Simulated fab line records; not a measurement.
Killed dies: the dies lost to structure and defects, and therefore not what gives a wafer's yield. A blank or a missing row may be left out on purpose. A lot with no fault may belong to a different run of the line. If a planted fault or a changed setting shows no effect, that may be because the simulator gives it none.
Matching of chambers || flow gf180mcu || cmp-01 running GF_V4_CMP_26: 4 sister chambers
The step polishes, stops on SiO2, t overpolish 15 s, target thk 0 nm. 4 wafers are shown with their chamber, then 9 later ones without.

## WAFERS WITH THEIR CHAMBER
{"wafer": "L343.6", "chamber": 1, "motor_current_A (A)": 10.8}
{"wafer": "L351.2", "chamber": 0, "motor_current_A (A)": 11.7}
{"wafer": "L351.4", "chamber": 2, "motor_current_A (A)": 8.7}
{"wafer": "L351.5", "chamber": 3, "motor_current_A (A)": 10.3}

## WAFERS WHOSE CHAMBER IS MISSING
{"wafer": "L352.1", "motor_current_A (A)": 10.0}
{"wafer": "L352.3", "motor_current_A (A)": 9.6}
{"wafer": "L352.6", "motor_current_A (A)": 9.4}
{"wafer": "L357.1", "motor_current_A (A)": 12.1}
{"wafer": "L357.4", "motor_current_A (A)": 10.4}
{"wafer": "L357.5", "motor_current_A (A)": 10.9}
{"wafer": "L359.2", "motor_current_A (A)": 9.8}
{"wafer": "L359.4", "motor_current_A (A)": 9.8}
{"wafer": "L359.5", "motor_current_A (A)": 10.1}

## WHICH CHAMBER EACH WENT THROUGH
{"wafer": "L352.1", "from the rows above": "can't be placed: 3 or 1", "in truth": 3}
{"wafer": "L352.3", "from the rows above": "can't be placed: 3 or 2 or 1", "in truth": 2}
{"wafer": "L352.6", "from the rows above": "can't be placed: 2 or 3 or 1", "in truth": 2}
{"wafer": "L357.1", "from the rows above": 0, "in truth": 0}
{"wafer": "L357.4", "from the rows above": "can't be placed: 3 or 1", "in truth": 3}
{"wafer": "L357.5", "from the rows above": "can't be placed: 1 or 3 or 0", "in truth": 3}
{"wafer": "L359.2", "from the rows above": "can't be placed: 3 or 1 or 2", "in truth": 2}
{"wafer": "L359.4", "from the rows above": "can't be placed: 3 or 1 or 2", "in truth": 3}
{"wafer": "L359.5", "from the rows above": "can't be placed: 3 or 1", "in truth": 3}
Correct placement for 1 of the 9. Cannot be placed on the basis of these rows: 8; the candidates contain the true chamber in 8. Wrongly placed: 0.
How it was worked out, from the rows above alone: a wafer's distance from a chamber is the root of the sum, over the readings, of the square of ((its reading less the chamber's mean) divided by the reading's scatter). If the next closest chamber is less than 2 further off than the closest, the wafer can't be placed; otherwise it belongs to the closest. The mean given for a chamber averages the wafers shown for that chamber. The scatter: root of mean squared gap, hidden wafer to nearest shown wafer, with one shown wafer a chamber.
